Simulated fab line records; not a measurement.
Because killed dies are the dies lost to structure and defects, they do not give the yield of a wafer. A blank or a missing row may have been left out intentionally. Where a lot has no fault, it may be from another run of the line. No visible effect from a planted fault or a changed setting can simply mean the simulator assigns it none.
Which tool is to blame?    flow sky130    12 lots, 36 wafers sampled, at 5 steps of a route of 708

WHAT THE GAUGES READ, wafer by wafer
SKY_VT_ADJUST_NCORE_TW_MEAS_11. Usual: VT_ADJUST_NCORE_TW 219.8, standard deviation 1.6.
lot   measured      on            VT_ADJUST_NCORE_TW  flag
L252  day 8 21:56   filmMetro-02  219.4 220.0 220.7   
L253  day 9 10:14   filmMetro-02  219.5 220.3 219.9   
L254  day 9 11:17   filmMetro-02  219.2 218.6 221.1   
L255  day 9 21:53   filmMetro-01  220.8 218.3 219.3   
L257  day 10 11:14  filmMetro-01  218.3 218.7 219.9   
L265  day 12 19:17  filmMetro-04  223.0 221.1 221.9   
L267  day 13 12:39  filmMetro-01  220.2 219.4 220.8   
L268  day 13 18:39  filmMetro-01  219.8 220.4 220.2   
L269  day 14 01:00  filmMetro-04  222.5 222.4 220.7   
L270  day 14 05:34  filmMetro-01  217.3 216.8 217.3   
L271  day 14 13:24  filmMetro-01  218.9 216.2 217.0   
L272  day 14 18:54  filmMetro-04  222.3 221.5 222.0   

SKY_VT_ADJUST_HVTR_TW_MEAS_11. Usual: VT_ADJUST_HVTR_TW 212.7, standard deviation 1.
lot   measured      on            VT_ADJUST_HVTR_TW  flag
L252  day 9 19:42   filmMetro-03  213.2 213.4 213.1  
L253  day 10 10:18  filmMetro-04  212.0 212.4 213.4  
L254  day 10 10:29  filmMetro-03  214.5 214.5 214.3  
L255  day 10 19:12  filmMetro-03  215.6 213.3 214.5  
L257  day 11 10:12  filmMetro-04  213.5 213.5 213.1  
L265  day 13 19:56  filmMetro-03  211.8 211.9 212.5  
L267  day 14 15:12  filmMetro-02  212.4 212.2 212.8  
L268  day 14 21:48  filmMetro-04  214.2 214.2 213.1  
L269  day 15 04:17  filmMetro-03  211.2 212.1 212.1  
L270  day 15 09:16  filmMetro-03  213.6 211.8 212.4  
L271  day 15 16:29  filmMetro-03  212.6 211.4 212.2  
L272  day 15 23:07  filmMetro-04  211.3 213.1 213.0  

TOOL THAT RAN EACH LOT (tool first, then ch and the chambers of the sampled wafers, then the start)
lot   SKY_NWELL_STRIP_25                   SKY_VT_ADJUST_NCORE_COAT_02       SKY_VT_ADJUST_NCORE_STRIP_10
L252  plasmaAsher-01 ch 0,1, day 5 13:14   lithoTrack-03 ch 0, day 8 10:15   plasmaAsher-02 ch 0,1, day 8 21:50
L253  plasmaAsher-01 ch 0,1, day 5 23:37   lithoTrack-03 ch 0, day 8 23:09   plasmaAsher-02 ch 0,1, day 9 10:08
L254  plasmaAsher-03 ch 0,1, day 5 23:53   lithoTrack-04 ch 0, day 8 23:59   plasmaAsher-03 ch 0,1, day 9 11:11
L255  plasmaAsher-04 ch 0,1, day 6 09:23   lithoTrack-03 ch 0, day 9 10:06   plasmaAsher-01 ch 0,1, day 9 21:47
L257  plasmaAsher-04 ch 0,1, day 6 18:26   lithoTrack-03 ch 0, day 9 19:57   plasmaAsher-02 ch 0,1, day 10 11:08
L265  plasmaAsher-03 ch 0,1, day 8 22:14   lithoTrack-04 ch 0, day 12 06:14  plasmaAsher-02 ch 0,1, day 12 19:11
L267  plasmaAsher-04 ch 0,1, day 9 12:29   lithoTrack-04 ch 0, day 12 23:22  plasmaAsher-02 ch 0,1, day 13 12:32
L268  plasmaAsher-01 ch 0,1, day 9 17:38   lithoTrack-03 ch 0, day 13 05:25  plasmaAsher-01 ch 0,1, day 13 18:32
L269  plasmaAsher-01 ch 0,1, day 9 23:56   lithoTrack-03 ch 0, day 13 11:59  plasmaAsher-03 ch 0,1, day 14 00:54
L270  plasmaAsher-01 ch 0,1, day 10 02:52  lithoTrack-02 ch 0, day 13 16:20  plasmaAsher-02 ch 0,1, day 14 05:28
L271  plasmaAsher-01 ch 0,1, day 10 10:26  lithoTrack-03 ch 0, day 13 23:38  plasmaAsher-02 ch 0,1, day 14 13:18
L272  plasmaAsher-04 ch 0,1, day 10 14:29  lithoTrack-03 ch 0, day 14 04:49  plasmaAsher-02 ch 0,1, day 14 18:47
- SKY_NWELL_STRIP_25: strips in O2/N2.
- SKY_VT_ADJUST_NCORE_COAT_02: resist thk 1140 nm.
- SKY_VT_ADJUST_NCORE_STRIP_10: strips in O2/N2.

WHAT THE TOOLS THEMSELVES READ (means of the sampled wafers that have a number; where no wafer has one, the mark that the record gives instead)
SKY_NWELL_STRIP_25. Usual: drypumpMotorCurrentA 5.4 A, standard deviation 0.39; oesProductAu 0.722 a.u., standard deviation 0.0044; stripTimeToEndpointS 36.94 s, standard deviation 0.11.
lot   tool            drypumpMotorCurrentA (A)  oesProductAu (a.u.)  stripTimeToEndpointS (s)  flag
L252  plasmaAsher-01  5.7                       0.719                37.02                     
L253  plasmaAsher-01  5.7                       0.727                36.95                     
L254  plasmaAsher-03  5.5                       0.723                36.74                     
L255  plasmaAsher-04  4.9                       0.719                36.88                     
L257  plasmaAsher-04  5.2                       0.722                37.03                     
L265  plasmaAsher-03  5.6                       0.719                36.89                     
L267  plasmaAsher-04  5.2                       0.717                36.89                     
L268  plasmaAsher-01  5.8                       0.721                36.86                     
L269  plasmaAsher-01  5.7                       0.721                36.97                     
L270  plasmaAsher-01  5.8                       0.724                36.82                     
L271  plasmaAsher-01  5.7                       0.725                36.96                     
L272  plasmaAsher-04  5.2                       0.722                36.96                     

SKY_VT_ADJUST_NCORE_COAT_02. Usual: resistLineTempC at 22.98 C, with a standard deviation of 0.1.
lot   tool           resistLineTempC (C)  flag
L252  lithoTrack-03  23.08                
L253  lithoTrack-03  23.11                
L254  lithoTrack-04  22.94                
L255  lithoTrack-03  23.01                
L257  lithoTrack-03  22.95                
L265  lithoTrack-04  22.83                
L267  lithoTrack-04  22.85                
L268  lithoTrack-03  23.11                
L269  lithoTrack-03  23.06                
L270  lithoTrack-02  23.00                
L271  lithoTrack-03  22.89                
L272  lithoTrack-03  23.01                

SKY_VT_ADJUST_NCORE_STRIP_10. Usual: drypumpMotorCurrentA 6.0 A, standard deviation 0.41; oesProductAu 0.715 a.u., standard deviation 0.0046; stripTimeToEndpointS 14.17 s, standard deviation 0.049.
lot   tool            drypumpMotorCurrentA (A)  oesProductAu (a.u.)  stripTimeToEndpointS (s)  flag
L252  plasmaAsher-02  6.4                       0.718                14.19                     
L253  plasmaAsher-02  6.4                       0.717                14.23                     
L254  plasmaAsher-03  5.5                       0.715                14.08                     
L255  plasmaAsher-01  5.8                       0.714                14.01                     OFF
L257  plasmaAsher-02  6.2                       0.718                13.96                     OFF
L265  plasmaAsher-02  6.4                       0.716                14.22                     
L267  plasmaAsher-02  6.4                       0.716                14.16                     
L268  plasmaAsher-01  5.7                       0.711                14.17                     
L269  plasmaAsher-03  5.5                       0.714                14.21                     
L270  plasmaAsher-02  6.2                       0.717                14.22                     
L271  plasmaAsher-02  6.3                       0.711                14.19                     
L272  plasmaAsher-02  6.3                       0.715                14.12                     

THE ANSWER, worked out from the rows above alone
Rule: take the mean of a lot's wafers that have a number; if it is more than 3 standard deviations from the usual mean, the lot is off. Also off: a lot with no number at a reading for which 4 or more lots have one. The other lots that the step has rows for count as sound. First the gauges in route order, then the tools' own readings, where a lot's mean is used as printed above. At the first step where some lot is off, the reading lying furthest off is the one used; lots without a number count as furthest.
Off, at SKY_VT_ADJUST_NCORE_STRIP_10 on stripTimeToEndpointS: L255, L257.
If a tool, at that step or one of the process steps before it, ran each lot that is off and ran no sound lot following the first of them, it fits. No candidate that was tried fits.

WHAT WAS PUT IN BY THE SIMULATOR
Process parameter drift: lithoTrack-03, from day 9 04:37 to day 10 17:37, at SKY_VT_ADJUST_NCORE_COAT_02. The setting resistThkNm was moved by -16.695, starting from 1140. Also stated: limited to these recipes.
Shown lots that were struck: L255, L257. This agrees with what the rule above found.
